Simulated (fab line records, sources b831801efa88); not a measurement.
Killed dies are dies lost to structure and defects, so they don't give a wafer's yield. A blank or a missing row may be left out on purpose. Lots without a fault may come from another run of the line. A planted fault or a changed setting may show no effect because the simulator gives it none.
Split-lot experiment | flow sfq_line | 5 lots, 23 wafers read, on a route of 325 steps

THE SPLIT
At SFQ_TRILAYER_I2_VIA_LITHO_COAT_067 (resist thk 650 nm), the setting spin_rpm was moved away from the recipe's 3000 rpm on 7 of the 23 wafers read, by -6.8% to +7.0%. The other wafers ran this setting at the recipe's value.

The reading is taken at the split's own step.

THE READING
KrF_of_TRILAYER_I2_VIA_LITHO_COAT_067.thk_nm (the simulator's own value, which no gauge read), in nm, at SFQ_TRILAYER_I2_VIA_LITHO_COAT_067 (resist thk 650 nm). The file gives no usual value for it. The 16 wafers here that ran the recipe average 650.2 nm, standard deviation 1.7 nm.

wafer  | tool, chamber at the split | spin_rpm as run, rpm | against the recipe | KrF_of_TRILAYER_I2_VIA_LITHO_COAT_067.thk_nm, nm | against lot-mates on the recipe
L074.2 | litho_track-01, 0          | 3000                 | recipe             | 650.3                                            | -
L074.4 | litho_track-01, 0          | 3000                 | recipe             | 648.2                                            | -
L074.5 | litho_track-01, 0          | 3000                 | recipe             | 649.7                                            | -
L076.2 | litho_track-03, 0          | 3000                 | recipe             | 650                                              | -
L076.3 | litho_track-03, 0          | 3000                 | recipe             | 651.1                                            | -
L076.4 | litho_track-03, 0          | 2795                 | -6.8%              | 675.3                                            | +24.8
L076.5 | litho_track-03, 0          | 2795                 | -6.8%              | 672.8                                            | +22.2
L076.6 | litho_track-03, 0          | 2795                 | -6.8%              | 675.6                                            | +25.1
L078.1 | litho_track-03, 0          | 3209                 | +7.0%              | 627.9                                            | -23.3
L078.2 | litho_track-03, 0          | 3000                 | recipe             | 651                                              | -
L078.3 | litho_track-03, 0          | 3000                 | recipe             | 650.7                                            | -
L078.4 | litho_track-03, 0          | 3209                 | +7.0%              | 628.9                                            | -22.3
L078.5 | litho_track-03, 0          | 3000                 | recipe             | 651.9                                            | -
L080.2 | litho_track-03, 0          | 2840                 | -5.3%              | 666.2                                            | +18.5
L080.3 | litho_track-03, 0          | 3000                 | recipe             | 647.1                                            | -
L080.4 | litho_track-03, 0          | 3000                 | recipe             | 648.7                                            | -
L080.5 | litho_track-03, 0          | 3000                 | recipe             | 647.2                                            | -
L080.6 | litho_track-03, 0          | 2840                 | -5.3%              | 665.8                                            | +18.1
L083.1 | litho_track-04, 0          | 3000                 | recipe             | 653.5                                            | -
L083.3 | litho_track-04, 0          | 3000                 | recipe             | 650.1                                            | -
L083.4 | litho_track-04, 0          | 3000                 | recipe             | 650.7                                            | -
L083.5 | litho_track-04, 0          | 3000                 | recipe             | 651.6                                            | -
L083.6 | litho_track-04, 0          | 3000                 | recipe             | 651.5                                            | -

THE FIT
A straight line over all 23 wafers: KrF_of_TRILAYER_I2_VIA_LITHO_COAT_067.thk_nm changes by -3.29 nm for each +1% of spin_rpm; r = -0.99; the points scatter about the line by 1.8 nm.
The same after taking each lot's own level away (the mean of its wafers on the recipe; 23 wafers): -3.41 nm for each +1%; r = -1.00; scatter 0.97 nm.
On that fit, the largest move of spin_rpm shifts the reading by 24 nm.
The lots' own levels span 647.67 to 651.48 nm, that is 2.3 times the standard deviation above.
So the lot-to-lot level changes the slope little: the two slopes agree.
Check: with one of the wafers moved furthest among these (+7.0%) left out of the fit, the line predicts -23.6 nm for it against its lot-mates. It came out at -23.3 nm against them.

OTHER SPLITS ON THESE WAFERS
These wafers also went through other splits before the reading. Each is held against what the fit with the lots' levels taken away leaves over:
other split on the same wafers                    | wafers away from the commonest value | r with KrF_of_TRILAYER_I2_VIA_LITHO_COAT_067.thk_nm (lot level and that fit taken away)
SFQ_TRILAYER_M1_LITHO_EXPOSE_040 dose_mj          | 10                                   | +0.03
SFQ_TRILAYER_I1_CMP_CMP_046 leave_above_ref_nm    | 8                                    | -0.11
SFQ_TRILAYER_I1_VIA_LITHO_COAT_049 resist_thk_nm  | 9                                    | -0.31
SFQ_TRILAYER_I1_VIA_BARC_OPEN_VIA_ETCH_071 bias_w | 10                                   | +0.19
SFQ_TRILAYER_M2_LITHO_COAT_062 resist_thk_nm      | 11                                   | +0.00
SFQ_TRILAYER_M2_ETCH_METAL_ETCH_060 icp_w         | 6                                    | -0.04

THE FILE'S OWN FIT
KrF_of_TRILAYER_I2_VIA_LITHO_COAT_067.thk_nm changes by -3.41 nm for each +1% of spin_rpm, r = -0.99.
